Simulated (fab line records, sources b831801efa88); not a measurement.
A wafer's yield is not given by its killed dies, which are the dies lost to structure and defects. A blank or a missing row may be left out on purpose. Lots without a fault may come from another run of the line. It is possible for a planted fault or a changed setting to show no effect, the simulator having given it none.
fab line records -- flow gf180mcu
record lots=6, wafers=18, last-day=34
route steps=602 shown V4@476
lots with no fault: from the same line, run without faults
start-h: start of the lot's first displayed wafer, in hours after the record's first day -- wait-h: time in hours since the lot's previous step -- " the same as in the row above -- L1.1+2: a single row standing in for several wafers -- - value missing, or start not given -- * or withheld: withheld -- < > ~ a bound
route shown NAME@n: NAME is a module with steps in the file, n the number in the route of the first one -- usual: mean/standard deviation of fault-free wafers -- same: alike in all rows -- chamber/n: place in a boat -- sites: readings site by site -- _std_site: how widely they spread, as a standard deviation -- _edge_site: mean of outer sites minus mean of inner sites -- radius-mm: how far each site lies from the wafer's centre -- mask NAME#n: copy n -- behind: the tool/chamber that last shaped the wafer -- hold: what put the lot on hold/how long, in hours/how the hold closed -- device: names the non-switching transistor (n, p or np) -- end of line: at the end of the route, the tests of the same wafers -- a step given without rows: its recipe and nothing more -- killed: not the wafer's yield, but the dies lost to structure and defects at the first sort -- map: the dies of a wafer, with x for killed, . for not killed, _ for no die there
set.NAME: setting as actually run; set.NAME@STEP: the setting as run at that earlier step -- model.NAME: the simulator's own value behind a step, which no gauge read
certain route steps with their lots: each step a table, each wafer a row
services: when a tool's chamber went out of use (start-h, in hours from the record's first day, below 0 if earlier), for how many hours, and the reason
## steps
# step GF_V4_CVD_00
# recipe material=SiO2, target-thk-nm=600, sigma-open-frac=0.3, temp-c=400, time-s=100, sih4-flow-sccm=60, pressure-mtorr=6
# step GF_V4_THK_MEAS_01
# recipe reads=SiO2_of_V4_CVD_00
# usual V4_CVD_00_THK=598/7.1
lot.wafer,tool,chamber,start-h,wait-h,V4_CVD_00_THK[nm]
L547.2,film-metro-02,-,578.52,0.0,602
L547.4,film-metro-02,-,578.52,0.0,601
L547.5,film-metro-02,-,578.52,0.0,606
L549.3,film-metro-04,-,597.46,0.1,585
L549.5,film-metro-04,-,597.46,0.1,586
L549.6,film-metro-04,-,597.46,0.1,589
L552.1,film-metro-02,-,622.53,0.0,584
L552.2,film-metro-02,-,622.53,0.0,583
L552.4,film-metro-02,-,622.53,0.0,589
L554.1,film-metro-04,-,635.54,0.0,595
L554.3,film-metro-04,-,635.54,0.0,600
L554.6,film-metro-04,-,635.54,0.0,599
L558.3,film-metro-02,-,661.61,0.1,602
L558.5,film-metro-02,-,661.61,0.1,588
L558.6,film-metro-02,-,661.61,0.1,606
L564.1,film-metro-04,-,703.70,0.0,605
L564.2,film-metro-04,-,703.70,0.0,605
L564.5,film-metro-04,-,703.70,0.0,604
# step GF_V4_CVD_02
# recipe material=SiO2, target-thk-nm=850, precursor=TEOS, temp-c=400, time-s=94.851, rf-w=600
# usual heater-power-w=650/86
lot.wafer,tool,chamber,start-h,wait-h,heater-power-w
L547.2,pecvd-01,0,578.57,0.0,524
L547.4,pecvd-01,1,578.57,0.0,634
L547.5,pecvd-01,2,578.57,0.0,770
L549.3,pecvd-01,0,597.50,0.0,553
L549.5,pecvd-01,1,597.50,0.0,647
L549.6,pecvd-01,2,597.50,0.0,635
L552.1,pecvd-01,0,622.59,0.1,566
L552.2,pecvd-01,1,622.59,0.1,541
L552.4,pecvd-01,0,622.59,0.1,601
L554.1,pecvd-04,2,635.60,0.1,696
L554.3,pecvd-04,1,635.60,0.1,812
L554.6,pecvd-04,0,635.60,0.1,631
L558.3,pecvd-04,1,661.65,0.0,703
L558.5,pecvd-04,1,661.65,0.0,785
L558.6,pecvd-04,0,661.65,0.0,660
L564.1,pecvd-02,2,703.76,0.1,647
L564.2,pecvd-02,1,703.76,0.1,636
L564.5,pecvd-02,2,703.76,0.1,533
# step GF_V4_THK_MEAS_03
# recipe reads=SiO2_of_V4_CVD_02
# usual V4_CVD_02_THK=849/10
lot.wafer,tool,chamber,start-h,wait-h,V4_CVD_02_THK[nm]
L547.2,film-metro-04,-,578.65,0.0,844
L547.4,film-metro-04,-,578.65,0.0,850
L547.5,film-metro-04,-,578.65,0.0,854
L549.3,film-metro-02,-,597.59,0.1,830
L549.5,film-metro-02,-,597.59,0.1,860
L549.6,film-metro-02,-,597.59,0.1,858
L552.1,film-metro-01,-,622.70,0.1,837
L552.2,film-metro-01,-,622.70,0.1,837
L552.4,film-metro-01,-,622.70,0.1,849
L554.1,film-metro-04,-,635.67,0.0,860
L554.3,film-metro-04,-,635.67,0.0,846
L554.6,film-metro-04,-,635.67,0.0,858
L558.3,film-metro-04,-,661.74,0.1,839
L558.5,film-metro-04,-,661.74,0.1,854
L558.6,film-metro-04,-,661.74,0.1,853
L564.1,film-metro-01,-,703.83,0.0,836
L564.2,film-metro-01,-,703.83,0.0,843
L564.5,film-metro-01,-,703.83,0.0,854
# step GF_V4_CMP_04
# recipe material=SiO2, down-force-psi=4, platen-rpm=60, pad-velocity-m-s=0.94248
# usual motor-current-A=12.7/1.2, time-to-endpoint-s=81/5.9
lot.wafer,tool,chamber,start-h,wait-h,motor-current-A,time-to-endpoint-s
L547.4,cmp-02,2,578.97,0.3,13.9,76
L547.2,cmp-02,3,578.97,0.3,13.6,77
L547.5,cmp-02,2,578.97,0.3,13.3,82
L549.3,cmp-02,0,597.68,0.1,11.7,64
L549.6,cmp-02,3,597.68,0.1,13.6,83
L549.5,cmp-02,0,597.68,0.1,11.6,75
L552.1,cmp-01,1,622.76,0.1,11.5,77
L552.2,cmp-01,2,622.76,0.1,13.7,77
L552.4,cmp-01,0,622.76,0.1,11.4,79
L554.3,cmp-02,2,635.73,0.0,13.2,81
L554.1,cmp-02,1,635.73,0.0,13.9,84
L554.6,cmp-02,2,635.73,0.0,13.4,80
L558.3,cmp-01,0,661.88,0.1,10.5,82
L558.6,cmp-01,2,661.88,0.1,14.0,85
L558.5,cmp-01,3,661.88,0.1,13.3,86
L564.2,cmp-02,3,703.99,0.1,12.9,82
L564.1,cmp-02,0,703.99,0.1,11.7,69
L564.5,cmp-02,2,703.99,0.1,13.2,85
# step GF_V4_BOW_MEAS_05
# recipe mode=bow
# usual V4_BOW=139/10
lot.wafer,tool,chamber,start-h,wait-h,V4_BOW[um]
L547.2,film-metro-02,-,579.24,0.2,132
L547.4,film-metro-02,-,579.24,0.2,139
L547.5,film-metro-02,-,579.24,0.2,137
L549.3,film-metro-04,-,597.97,0.2,145
L549.5,film-metro-04,-,597.97,0.2,153
L549.6,film-metro-04,-,597.97,0.2,148
L552.1,film-metro-04,-,623.06,0.2,146
L552.2,film-metro-04,-,623.06,0.2,150
L552.4,film-metro-04,-,623.06,0.2,142
L554.1,film-metro-04,-,636.09,0.2,132
L554.3,film-metro-04,-,636.09,0.2,157
L554.6,film-metro-04,-,636.09,0.2,145
L558.3,film-metro-02,-,662.18,0.2,140
L558.5,film-metro-02,-,662.18,0.2,131
L558.6,film-metro-02,-,662.18,0.2,148
L564.1,film-metro-01,-,704.19,0.1,142
L564.2,film-metro-01,-,704.19,0.1,136
L564.5,film-metro-01,-,704.19,0.1,144
# step GF_V4_DEHYDRATE_06
# recipe temp-c=200, time-s=60
# step GF_V4_HMDS_07
# recipe prime-time-s=60, prime-temp-c=120
# step GF_V4_COAT_08
# recipe resist=BARC, temp-c=withheld, time-s=withheld, spin-rpm=withheld, resist-thk-nm=withheld
# step GF_V4_COAT_09
# recipe resist=KrF, spin-rpm=withheld, resist-thk-nm=1000
# step GF_V4_SOFTBAKE_10
# recipe temp-c=130, time-s=60, resist=KrF
# step GF_V4_EXPOSE_11
# recipe mask-id=Via4, target-cd-nm=260, na=0.68, source-shape=conventional, sigma-outer=0.6, dose-mj=38
# step GF_V4_PEB_12
# recipe peb-temp-c=135, peb-time-s=90, resist=KrF
# usual chill-plate-temp-C=23.02/0.11, exhaust-pa=45.0/0.85, plate-temp-C=134.99/0.13
lot.wafer,tool,chamber,start-h,wait-h,chill-plate-temp-C,exhaust-pa,plate-temp-C
L547.2,litho-track-04,0,600.46,-,22.91,44.5,134.97
L547.4,litho-track-04,0,600.46,-,22.93,44.2,134.68
L547.5,litho-track-04,0,600.46,-,22.76,45.4,134.95
L549.3,litho-track-04,0,618.24,-,23.38,45.4,135.04
L549.5,litho-track-04,0,618.24,-,22.99,43.9,135.02
L549.6,litho-track-04,0,618.24,-,23.21,44.5,134.89
L552.1,litho-track-01,-,642.67,-,-,-,-
L552.2,litho-track-01,-,642.67,-,-,-,-
L552.4,litho-track-01,-,642.67,-,-,-,-
L554.1,litho-track-01,-,656.37,-,-,-,-
L554.3,litho-track-01,-,656.37,-,-,-,-
L554.6,litho-track-01,-,656.37,-,-,-,-
L558.3,litho-track-01,0,680.79,-,23.12,44.4,134.81
L558.5,litho-track-01,0,680.79,-,22.99,43.9,134.98
L558.6,litho-track-01,0,680.79,-,23.12,44.2,135.05
L564.1,litho-track-03,0,722.01,-,23.01,46.2,134.99
L564.2,litho-track-03,0,722.01,-,23.10,44.9,135.08
L564.5,litho-track-03,0,722.01,-,23.19,44.1,134.96
# step GF_V4_DEVELOP_13
# recipe develop-time-s=60, resist=KrF, dev-temp-c=21
## services
tool,chamber,start-h,hours,kind
pecvd-04,-,561.72,5.5,pm
cmp-02,-,572.14,4.0,pm
pecvd-02,2,572.44,20.2,repair
cmp-02,-,576.14,-,consumable-replace:conditioner
cmp-02,-,576.14,-,consumable-replace:pad
cmp-01,-,578.35,1.0,repair
pecvd-04,-,591.12,14.0,pm
pecvd-04,0,591.12,14.0,vent-cycle
pecvd-04,1,591.12,14.0,vent-cycle
pecvd-04,2,591.12,14.0,vent-cycle
pecvd-04,0,605.12,-,clean
pecvd-02,2,614.81,1.7,repair
pecvd-01,2,617.08,6.0,repair
cmp-02,-,623.56,4.3,repair
cmp-01,-,623.58,1.3,repair
cmp-01,-,629.05,3.9,repair
pecvd-02,-,629.37,5.5,pm
pecvd-01,-,656.64,0.5,repair
cmp-02,-,657.75,8.4,pm
cmp-01,-,666.14,2.9,pm
pecvd-01,0,674.96,5.8,repair
pecvd-01,2,676.96,3.7,repair
pecvd-01,-,696.44,2.8,pm
cmp-02,-,713.67,0.5,repair
## key
first-sign step=GF_V4_PEB_12, reading=tool-record, direction=missing
effect none on later readings
met-at GF_V4_PEB_12
struck-wafers L552.1,L552.2,L552.4,L554.1,L554.3,L554.6
later-rows-left-out L552.1,L552.2,L552.4,L554.1,L554.3,L554.6
sort-left-out L552.1,L552.2,L552.4,L554.1,L554.3,L554.6
onset-between 618.24 642.67
fault kind=skipped-step-whole, tool=litho-track-01,litho-track-04, chamber=-, onset-h=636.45, steps=GF_V4_PEB_12, scope=struck-lots-only
# sort-left-out: the simulated sort isn't trusted on such a fault, so these wafers' sort isn't shown, and their yield isn't known
# later-rows-left-out: the simulator's readings of these wafers behind a module that went badly wrong aren't trusted and aren't shown, but for the sort
